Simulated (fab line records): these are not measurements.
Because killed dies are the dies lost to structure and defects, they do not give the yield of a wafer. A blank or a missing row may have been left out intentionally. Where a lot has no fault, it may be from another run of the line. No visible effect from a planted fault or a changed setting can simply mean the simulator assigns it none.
Commonality check across tools	flow sky130	13 lots, 39 wafers sampled

REASON FOR OPENING
Of 13 lots, 2 have the reading NWELL_RS flagged at SKY_NWELL_RS_MEAS_29. Fault-free wafers read 624.5 ohm/sq, with a standard deviation of 1.3.
Rule: a lot is flagged in two cases, either no wafer of it has a number, or all its wafers with numbers fall more than 4 standard deviations from that mean. All remaining lots are regarded as sound.

lot	measured	on	NWELL_RS (ohm/sq), wafer by wafer	flag
L462	day 5 13:59	film metro-02	626.2 625.1 625.1	
L463	day 5 18:53	film metro-01	623.2 622.7 624.2	
L464	day 6 00:26	film metro-02	625.5 623.8 625.0	
L465	day 6 07:50	film metro-02	624.7 623.4 622.4	
L466	day 6 11:56	film metro-01	624.6 625.1 624.0	
L467	day 6 18:05	film metro-02	625.8 623.3 624.1	
L469	day 7 08:05	film metro-02	625.5 624.8 624.0	
L476	day 9 10:14	film metro-02	634.0 635.0 633.2	FLAGGED
L478	day 9 19:20	film metro-02	633.7 632.4 633.4	FLAGGED
L481	day 10 08:02	film metro-02	623.6 622.5 622.8	
L482	day 10 16:37	film metro-03	626.9 626.9 627.3	
L483	day 10 20:25	film metro-01	622.9 625.8 623.3	
L484	day 11 06:32	film metro-03	623.8 626.8 623.4	
Average over the flagged lots: 633.6 ohm/sq; offset from the usual +9.1 ohm/sq, equal to +7 standard deviations.

TOOL THAT RAN EACH LOT
The record keeps 1 process step preceding the reading, out of 708 steps on the route. Read each cell as the tool, then ch plus the chambers that the sampled wafers visited, then the start.
lot	flag	SKY_NWELL_IMPLANT_11
L462		implanter-01 ch 0, day 4 19:14
L463		implanter-04 ch 0, day 4 23:56
L464		implanter-02 ch 0, day 5 05:29
L465		implanter-01 ch 0, day 5 12:05
L466		implanter-04 ch 0, day 5 16:59
L467		implanter-02 ch 0, day 5 23:02
L469		implanter-01 ch 0, day 6 11:08
L476	FLAGGED	implanter-02 ch 0, day 8 11:59
L478	FLAGGED	implanter-02 ch 0, day 8 21:17
L481		implanter-01 ch 0, day 9 09:25
L482		implanter-04 ch 0, day 9 17:45
L483		implanter-01 ch 0, day 9 21:18
L484		implanter-04 ch 0, day 10 06:50
These steps, and what they do:
- SKY_NWELL_IMPLANT_11
- SKY_NWELL_RS_MEAS_29: measures by four-point-probe.

FLAGGED OVER TOTAL, TOOL BY TOOL (the gauges that took the reading come last)
step	tool	lots run	flagged	share of the flagged lots	sound lots run after its first flagged lot
SKY_NWELL_IMPLANT_11	implanter-01	5	0	none	-
SKY_NWELL_IMPLANT_11	implanter-02	4	2	all	0
SKY_NWELL_IMPLANT_11	implanter-04	4	0	none	-
SKY_NWELL_RS_MEAS_29	film metro-01	3	0	none	-
SKY_NWELL_RS_MEAS_29	film metro-02	8	2	all	1 (L481)
SKY_NWELL_RS_MEAS_29	film metro-03	2	0	none	-

THE TABLE: WHAT IT ALLOWS
Table rows that saw every flagged lot: 2, namely implanter-02 at SKY_NWELL_IMPLANT_11 and film metro-02 at SKY_NWELL_RS_MEAS_29.
- implanter-02 at SKY_NWELL_IMPLANT_11 ran 4 lots, 2 of them flagged. Last sound lot L467 at day 5 23:02, first flagged lot L476 at day 8 11:59; a fault beginning in between fits. Its own readings lie more than 4 standard deviations out on every wafer of the flagged lots: beam energy keV.
- film metro-02 at SKY_NWELL_RS_MEAS_29 ran 8 lots, 2 of them flagged. After the first flagged lot (L481), sound lots still ran on it; a lasting fault on the whole tool would not permit that.
One tool is left: implanter-02 at SKY_NWELL_IMPLANT_11.

WHAT THE SIMULATOR HAD PUT IN
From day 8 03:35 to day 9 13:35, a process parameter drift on implanter-02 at SKY_NWELL_IMPLANT_11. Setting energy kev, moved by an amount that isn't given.
Lots struck among those shown: L476, L478. The rule given above showed the same thing.
